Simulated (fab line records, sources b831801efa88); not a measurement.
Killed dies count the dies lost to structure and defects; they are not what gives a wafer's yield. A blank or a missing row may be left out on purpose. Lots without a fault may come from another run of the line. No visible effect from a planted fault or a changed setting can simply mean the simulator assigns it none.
fab line records | flow sky130
record lots=13 | wafers=39 | last_day=50
route steps=708 shown NWELL@79 VT_ADJUST_NCORE@126 SONOS_ONO@170 GATE_OXIDE@197 PAD_OPEN@708
lots that met no fault: from a run of the same line without faults
start_h: hours from the record's first day to the start of the lot's first wafer shown | wait_h: hours elapsed since this lot's preceding step | " same as the row above | L1.1+2: several wafers, shown together as one row | - no value, or no start given | * or withheld: withheld | < > ~ a bound
route shown NAME@n: NAME is a module with steps in the file, n the number in the route of the first one | usual: the fault-free wafers' mean and standard deviation | same: alike in all rows | chamber/n: place in a boat | sites: each site's reading | _std_site: standard deviation of those values | _edge_site: mean of outer sites minus mean of inner sites | radius_mm: how far each site lies from the wafer's centre | mask NAME#n: copy n | behind: the tool/chamber that last shaped the wafer | hold: reason for holding the lot/hours on hold/outcome of the hold | device: which transistor (n, p or np) failed to switch | end of line: the route-end tests of the same wafers | a step without rows: its recipe alone | killed: the dies lost at the first sort to structure and to defects; this is not the yield of the wafer | map: a wafer's dies, x killed, . not, _ none there
set.NAME: the setting as run; set.NAME@STEP: as run at that earlier step | model.NAME: the simulator's own value behind a step, which no gauge read
route steps across a sampled set of lots; one table per step, one row per wafer
## steps
# step SKY_NWELL_TW_MEAS_26
# usual NWELL_2_TW=495/3.1
lot.wafer | tool          | chamber | start_h | wait_h | NWELL_2_TW
L668.1    | film_metro-03 | -       | 119.18  | 0.1    | 493
L668.2    | "             | -       | "       | "      | 492
L668.6    | "             | -       | "       | "      | 494
L669.1    | film_metro-02 | -       | 125.78  | 0.1    | 498
L669.4    | "             | -       | "       | "      | 494
L669.5    | "             | -       | "       | "      | 495
L670.2    | film_metro-02 | -       | 128.61  | 0.1    | 494
L670.5    | "             | -       | "       | "      | 493
L670.6    | "             | -       | "       | "      | 492
L671.3    | film_metro-02 | -       | 135.32  | 0.1    | 491
L671.4    | "             | -       | "       | "      | 496
L671.6    | "             | -       | "       | "      | 495
L673.1    | film_metro-01 | -       | 145.23  | 0.1    | 495
L673.4    | "             | -       | "       | "      | 499
L673.6    | "             | -       | "       | "      | 497
L676.3    | film_metro-03 | -       | 167.72  | 0.1    | 493
L676.5    | "             | -       | "       | "      | 495
L676.6    | "             | -       | "       | "      | 494
L678.3    | film_metro-01 | -       | 178.77  | 0.1    | 497
L678.4    | "             | -       | "       | "      | 496
L678.6    | "             | -       | "       | "      | 500
L681.1    | film_metro-01 | -       | 198.48  | 0.1    | 497
L681.4    | "             | -       | "       | "      | 499
L681.6    | "             | -       | "       | "      | 496
L683.2    | film_metro-02 | -       | 205.94  | 0.1    | 498
L683.5    | "             | -       | "       | "      | 501
L683.6    | "             | -       | "       | "      | 498
L685.2    | film_metro-02 | -       | 222.19  | 0.1    | 499
L685.4    | "             | -       | "       | "      | 502
L685.6    | "             | -       | "       | "      | 500
L686.2    | film_metro-03 | -       | 228.81  | 0.1    | 491
L686.5    | "             | -       | "       | "      | 492
L686.6    | "             | -       | "       | "      | 491
L687.1    | film_metro-03 | -       | 239.55  | 0.1    | 494
L687.4    | "             | -       | "       | "      | 493
L687.5    | "             | -       | "       | "      | 495
L689.1    | film_metro-03 | -       | 250.11  | 0.1    | 494
L689.4    | "             | -       | "       | "      | 495
L689.5    | "             | -       | "       | "      | 491
# step SKY_VT_ADJUST_NCORE_CD_MEAS_07
# recipe target_cd_nm=380
# usual cd_nm=380.3/2.4
lot.wafer | tool      | chamber | start_h | wait_h | cd_nm
L668.1    | cd_sem-01 | -       | 201.57  | 0.1    | 380.9
L668.2    | "         | -       | "       | "      | 380.2
L668.6    | "         | -       | "       | "      | 378.5
L669.1    | cd_sem-02 | -       | 208.28  | 0.1    | 385.6
L669.4    | "         | -       | "       | "      | 385.1
L669.5    | "         | -       | "       | "      | 385.8
L670.2    | cd_sem-02 | -       | 212.65  | 0.1    | 381.0
L670.5    | "         | -       | "       | "      | 379.0
L670.6    | "         | -       | "       | "      | 379.0
L671.3    | cd_sem-02 | -       | 219.52  | 0.1    | 383.4
L671.4    | "         | -       | "       | "      | 382.6
L671.6    | "         | -       | "       | "      | 384.0
L673.1    | cd_sem-02 | -       | 231.21  | 0.1    | 379.7
L673.4    | "         | -       | "       | "      | 377.1
L673.6    | "         | -       | "       | "      | 377.8
L676.3    | cd_sem-01 | -       | 260.01  | 0.1    | 384.8
L676.5    | "         | -       | "       | "      | 379.8
L676.6    | "         | -       | "       | "      | 380.4
L678.3    | cd_sem-01 | -       | 271.91  | 0.1    | 379.1
L678.4    | "         | -       | "       | "      | 376.8
L678.6    | "         | -       | "       | "      | 376.6
L681.1    | cd_sem-02 | -       | 293.08  | 0.1    | 379.5
L681.4    | "         | -       | "       | "      | 380.6
L681.6    | "         | -       | "       | "      | 379.2
L683.2    | cd_sem-01 | -       | 302.95  | 0.1    | 378.1
L683.5    | "         | -       | "       | "      | 381.8
L683.6    | "         | -       | "       | "      | 381.0
L685.2    | cd_sem-01 | -       | 325.33  | 0.1    | 382.9
L685.4    | "         | -       | "       | "      | 382.4
L685.6    | "         | -       | "       | "      | 379.2
L686.2    | cd_sem-01 | -       | 329.38  | 0.1    | 383.1
L686.5    | "         | -       | "       | "      | 384.0
L686.6    | "         | -       | "       | "      | 383.5
L687.1    | cd_sem-01 | -       | 341.32  | 0.1    | 378.5
L687.4    | "         | -       | "       | "      | 375.5
L687.5    | "         | -       | "       | "      | 377.7
L689.1    | cd_sem-01 | -       | 354.93  | 0.1    | 380.6
L689.4    | "         | -       | "       | "      | 381.1
L689.5    | "         | -       | "       | "      | 380.2
# step SKY_SONOS_ONO_CVD_02
# recipe material=Si3N4 | precursor=DCS/NH3 | target_thk_nm=10.5 | temp_c=770 | time_s=180 | pressure_mtorr=250
# usual pressure_mtorr=250.1/0.55
lot.wafer | tool     | chamber | start_h | wait_h | pressure_mtorr
L668.1    | lpcvd-02 | 1       | 279.35  | 0.1    | 250.3
L668.2    | "        | 1       | "       | "      | 250.1
L668.6    | "        | 1       | "       | "      | 251.1
L669.1    | lpcvd-02 | 0       | 286.91  | 1.8    | 250.1
L669.4    | "        | 0       | "       | "      | 250.1
L669.5    | "        | 0       | "       | "      | 249.6
L670.2    | lpcvd-02 | 0       | 291.97  | 2.8    | 249.8
L670.5    | "        | 0       | "       | "      | 250.1
L670.6    | "        | 0       | "       | "      | 250.2
L671.3    | lpcvd-02 | 1       | 296.91  | 2.6    | 250.6
L671.4    | "        | 1       | "       | "      | 250.7
L671.6    | "        | 1       | "       | "      | 250.6
L673.1    | lpcvd-02 | 0       | 309.63  | 1.6    | 249.6
L673.4    | "        | 0       | "       | "      | 248.8
L673.6    | "        | 0       | "       | "      | 250.0
L676.3    | lpcvd-02 | 0       | 342.96  | 0.0    | 250.1
L676.5    | "        | 0       | "       | "      | 249.4
L676.6    | "        | 0       | "       | "      | 249.6
L678.3    | lpcvd-02 | 0       | 360.54  | 4.9    | 249.9
L678.4    | "        | 0       | "       | "      | 250.1
L678.6    | "        | 0       | "       | "      | 250.3
L681.1    | lpcvd-02 | 0       | 376.86  | 0.8    | 248.9
L681.4    | "        | 0       | "       | "      | 250.0
L681.6    | "        | 0       | "       | "      | 249.5
L683.2    | lpcvd-02 | 0       | 388.67  | 0.8    | 250.1
L683.5    | "        | 0       | "       | "      | 249.5
L683.6    | "        | 0       | "       | "      | 250.6
L685.2    | lpcvd-02 | 1       | 415.73  | 1.7    | 250.8
L685.4    | "        | 1       | "       | "      | 251.3
L685.6    | "        | 1       | "       | "      | 250.7
L686.2    | lpcvd-02 | 1       | 418.57  | 0.6    | 249.2
L686.5    | "        | 1       | "       | "      | 249.9
L686.6    | "        | 1       | "       | "      | 249.9
L687.1    | lpcvd-02 | 1       | 432.33  | 1.5    | 249.9
L687.4    | "        | 1       | "       | "      | 249.8
L687.5    | "        | 1       | "       | "      | 249.2
L689.1    | lpcvd-02 | 1       | 445.59  | 1.1    | 250.6
L689.4    | "        | 1       | "       | "      | 250.8
L689.5    | "        | 1       | "       | "      | 250.8
# step SKY_SONOS_ONO_THK_MEAS_03
# recipe reads=Si3N4_of_SONOS_ONO_CVD_02
# usual SONOS_ONO_CVD_02_THK=10.43/0.16
lot.wafer | tool          | chamber | start_h | wait_h | hold                     | SONOS_ONO_CVD_02_THK[nm]
L668.1    | film_metro-04 | -       | 280.40  | 0.0    | -                        | 10.39
L668.2    | "             | -       | "       | "      | -                        | 10.34
L668.6    | "             | -       | "       | "      | -                        | 10.34
L669.1    | film_metro-04 | -       | 287.96  | 0.0    | -                        | 10.34
L669.4    | "             | -       | "       | "      | -                        | 10.35
L669.5    | "             | -       | "       | "      | -                        | 10.23
L670.2    | film_metro-01 | -       | 293.03  | 0.0    | -                        | 10.55
L670.5    | "             | -       | "       | "      | -                        | 10.47
L670.6    | "             | -       | "       | "      | -                        | 10.56
L671.3    | film_metro-04 | -       | 298.50  | 0.0    | -                        | 10.51
L671.4    | "             | -       | "       | "      | -                        | 10.56
L671.6    | "             | -       | "       | "      | -                        | 10.48
L673.1    | film_metro-02 | -       | 310.68  | 0.0    | -                        | 10.83
L673.4    | "             | -       | "       | "      | -                        | 10.80
L673.6    | "             | -       | "       | "      | -                        | 10.79
L676.3    | film_metro-04 | -       | 344.03  | 0.0    | await_dispo/0.2h/release | 8.24
L676.5    | "             | -       | "       | "      | await_dispo/0.2h/release | 8.10
L676.6    | "             | -       | "       | "      | await_dispo/0.2h/release | 8.20
L676.3    | film_metro-04 | -       | 344.25  | 0.2    | -                        | 8.24
L676.5    | "             | -       | "       | "      | -                        | 8.11
L676.6    | "             | -       | "       | "      | -                        | 8.22
L678.3    | film_metro-04 | -       | 361.61  | 0.0    | await_dispo/0.2h/release | 8.05
L678.4    | "             | -       | "       | "      | await_dispo/0.2h/release | 8.07
L678.6    | "             | -       | "       | "      | await_dispo/0.2h/release | 8.11
L678.3    | film_metro-04 | -       | 361.84  | 0.2    | -                        | 7.99
L678.4    | "             | -       | "       | "      | -                        | 8.14
L678.6    | "             | -       | "       | "      | -                        | 8.04
L681.1    | film_metro-01 | -       | 377.91  | 0.0    | await_dispo/0.2h/release | 8.37
L681.4    | "             | -       | "       | "      | await_dispo/0.2h/release | 8.23
L681.6    | "             | -       | "       | "      | await_dispo/0.2h/release | 8.28
L681.1    | film_metro-01 | -       | 378.13  | 0.2    | -                        | 8.40
L681.4    | "             | -       | "       | "      | -                        | 8.20
L681.6    | "             | -       | "       | "      | -                        | 8.28
L683.2    | film_metro-02 | -       | 389.73  | 0.0    | await_dispo/0.2h/release | 8.39
L683.5    | "             | -       | "       | "      | await_dispo/0.2h/release | 8.39
L683.6    | "             | -       | "       | "      | await_dispo/0.2h/release | 8.20
L683.2    | film_metro-02 | -       | 390.13  | 0.4    | -                        | 8.36
L683.5    | "             | -       | "       | "      | -                        | 8.38
L683.6    | "             | -       | "       | "      | -                        | 8.30
L685.2    | film_metro-01 | -       | 416.79  | 0.0    | -                        | 10.38
L685.4    | "             | -       | "       | "      | -                        | 10.49
L685.6    | "             | -       | "       | "      | -                        | 10.38
L686.2    | film_metro-02 | -       | 419.63  | 0.0    | -                        | 10.58
L686.5    | "             | -       | "       | "      | -                        | 10.57
L686.6    | "             | -       | "       | "      | -                        | 10.49
L687.1    | film_metro-01 | -       | 433.38  | 0.0    | -                        | 10.45
L687.4    | "             | -       | "       | "      | -                        | 10.48
L687.5    | "             | -       | "       | "      | -                        | 10.57
L689.1    | film_metro-04 | -       | 446.64  | 0.0    | -                        | 10.68
L689.4    | "             | -       | "       | "      | -                        | 10.47
L689.5    | "             | -       | "       | "      | -                        | 10.49
# step SKY_GATE_OXIDE_OVL_MEAS_10
# usual GATE_OXIDE_OVL=-0.3/1.3
lot.wafer | tool       | chamber | start_h | wait_h | GATE_OXIDE_OVL[nm]
L668.1    | overlay-01 | -       | 336.01  | 0.1    | -1.2
L668.2    | "          | -       | "       | "      | -0.9
L668.6    | "          | -       | "       | "      | -0.8
L669.1    | overlay-01 | -       | 343.49  | 0.1    | -0.8
L669.4    | "          | -       | "       | "      | -1.9
L669.5    | "          | -       | "       | "      | -3.3
L670.2    | overlay-01 | -       | 348.82  | 0.1    | 1.8
L670.5    | "          | -       | "       | "      | 3.0
L670.6    | "          | -       | "       | "      | 2.3
L671.3    | overlay-01 | -       | 355.59  | 0.1    | -0.1
L671.4    | "          | -       | "       | "      | 0.8
L671.6    | "          | -       | "       | "      | 0.3
L673.1    | overlay-01 | -       | 369.74  | 0.1    | -1.4
L673.4    | "          | -       | "       | "      | -1.1
L673.6    | "          | -       | "       | "      | -1.2
L676.3    | overlay-01 | -       | 402.55  | 0.1    | -0.8
L676.5    | "          | -       | "       | "      | -0.1
L676.6    | "          | -       | "       | "      | -0.2
L678.3    | overlay-01 | -       | 435.20  | 0.1    | 0.8
L678.4    | "          | -       | "       | "      | 0.7
L678.6    | "          | -       | "       | "      | 0.5
L681.1    | overlay-01 | -       | 440.61  | 0.1    | -1.5
L681.4    | "          | -       | "       | "      | -0.5
L681.6    | "          | -       | "       | "      | -0.3
L683.2    | overlay-01 | -       | 454.83  | 0.1    | -1.0
L683.5    | "          | -       | "       | "      | -1.8
L683.6    | "          | -       | "       | "      | -1.4
L685.2    | overlay-02 | -       | 479.25  | 0.1    | 0.2
L685.4    | "          | -       | "       | "      | 0.4
L685.6    | "          | -       | "       | "      | -1.0
L686.2    | overlay-01 | -       | 484.90  | 0.1    | -1.2
L686.5    | "          | -       | "       | "      | -3.2
L686.6    | "          | -       | "       | "      | -1.6
L687.1    | overlay-02 | -       | 499.28  | 0.1    | -1.4
L687.4    | "          | -       | "       | "      | -1.5
L687.5    | "          | -       | "       | "      | -1.3
L689.1    | overlay-02 | -       | 510.78  | 0.1    | 0.5
L689.4    | "          | -       | "       | "      | -0.1
L689.5    | "          | -       | "       | "      | 2.1
# step SKY_PAD_OPEN_PROBE_99
# usual killed_at_M0_to_M3=43/6.5 | killed_at_M4_up=3.2/1.9 | killed_at_contacts=25/5.5 | killed_at_front_end=14/4.2 | killed_at_other=0.2/0.44 | killed_dies=85/8.5 | killed_open=47/7 | killed_short=39/6.3
# same gross_dies=492 | killed_at_back_side=0
lot.wafer | tool      | chamber | start_h | wait_h | killed_at_M0_to_M3 | killed_at_M4_up | killed_at_contacts | killed_at_front_end | killed_at_other | killed_dies | killed_open | killed_short
L676.3    | prober-02 | -       | 1147.81 | 0.2    | 48                 | 4               | 25                 | 13                  | 0               | 90          | 44          | 45
L678.3    | prober-02 | -       | 1164.87 | 0.2    | 49                 | 5               | 26                 | 20                  | 0               | 100         | 50          | 49
L683.2    | prober-01 | -       | 1179.95 | 0.1    | 46                 | 4               | 30                 | 16                  | 0               | 96          | 61          | 34
L683.5    | prober-01 | -       | 1180.10 | 0.2    | 45                 | 3               | 34                 | 16                  | 0               | 98          | 54          | 43
L683.6    | prober-01 | -       | 1180.15 | 0.2    | 36                 | 1               | 28                 | 15                  | 1               | 81          | 48          | 32
# killed by level:class
L676.3 CONTACT:geometric_particle:open=11 VIA1:geometric_particle:open=9 METAL2:geometric_particle:short=8 VIA2:geometric_particle:open=7 METAL3:geometric_particle:short=5 POLY_GATE:geometric_particle:short=4 LI_CONTACT:geometric_particle:open=4 LOCAL_INTERCONNECT:geometric_particle:short=4
L678.3 VIA1:geometric_particle:open=12 CONTACT:geometric_particle:open=10 CONTACT:geometric_particle:short=8 METAL1:geometric_particle:short=8 VIA3:geometric_particle:open=6 VIA1:geometric_particle:short=6 VIA2:geometric_particle:open=6 FIELD_ISO:geometric_particle:open=5
L683.2 VIA1:geometric_particle:open=14 CONTACT:geometric_particle:open=9 LI_CONTACT:geometric_particle:open=8 FIELD_ISO:geometric_particle:open=6 LOCAL_INTERCONNECT:geometric_particle:short=6 METAL1:geometric_particle:short=6 VIA2:geometric_particle:open=6 VIA3:geometric_particle:open=6
L683.5 VIA1:geometric_particle:open=17 CONTACT:geometric_particle:open=15 LI_CONTACT:geometric_particle:open=8 LOCAL_INTERCONNECT:geometric_particle:short=6 VIA1:geometric_particle:short=6 METAL2:geometric_particle:short=6 FIELD_ISO:geometric_particle:short=4 POLY_GATE:geometric_particle:open=4
L683.6 CONTACT:geometric_particle:open=13 VIA2:geometric_particle:open=8 VIA1:geometric_particle:open=6 METAL1:geometric_particle:short=4 LI_CONTACT:geometric_particle:open=4 CONTACT:geometric_particle:short=4 VIA1:geometric_particle:short=4 METAL2:geometric_particle:short=4
## key
first_sign step=SKY_SONOS_ONO_THK_MEAS_03 | reading=visit | direction=added
effect step=SKY_SONOS_ONO_THK_MEAS_03 | reading=SONOS_ONO_CVD_02_THK | direction=down | sigmas=14 | usual=10.43 | struck=8.22
met_at SKY_SONOS_ONO_CVD_02
struck_lots L676,L678,L681,L683
struck_wafers L676.3,L676.5,L676.6,L678.3,L678.4,L678.6,L681.1,L681.4,L681.6,L683.2,L683.5,L683.6
tester_left_out L676,L678,L681,L683
not_acting_at SKY_NWELL_TW_MEAS_26,SKY_VT_ADJUST_NCORE_CD_MEAS_07,SKY_GATE_OXIDE_OVL_MEAS_10
onset_between 309.63 342.96
fault kind=site_profile_drift | tool=lpcvd-02 | chamber=0 | onset_h=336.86 | steps=SKY_SONOS_ONO_CVD_02 | basis=fraction | max_abs_drift=0.45702 | slope_share_per_hr=101.56 | site_pattern=0,0,0,0,0,-1,-1,-1,-1
# tester_left_out: of these lots the tester's yield and bins aren't shown, on N5 and GAA mostly nor the transistor test; their killed dies are dies lost to structure and defects alone, not to doping, threshold or leakage, so they don't give the yield
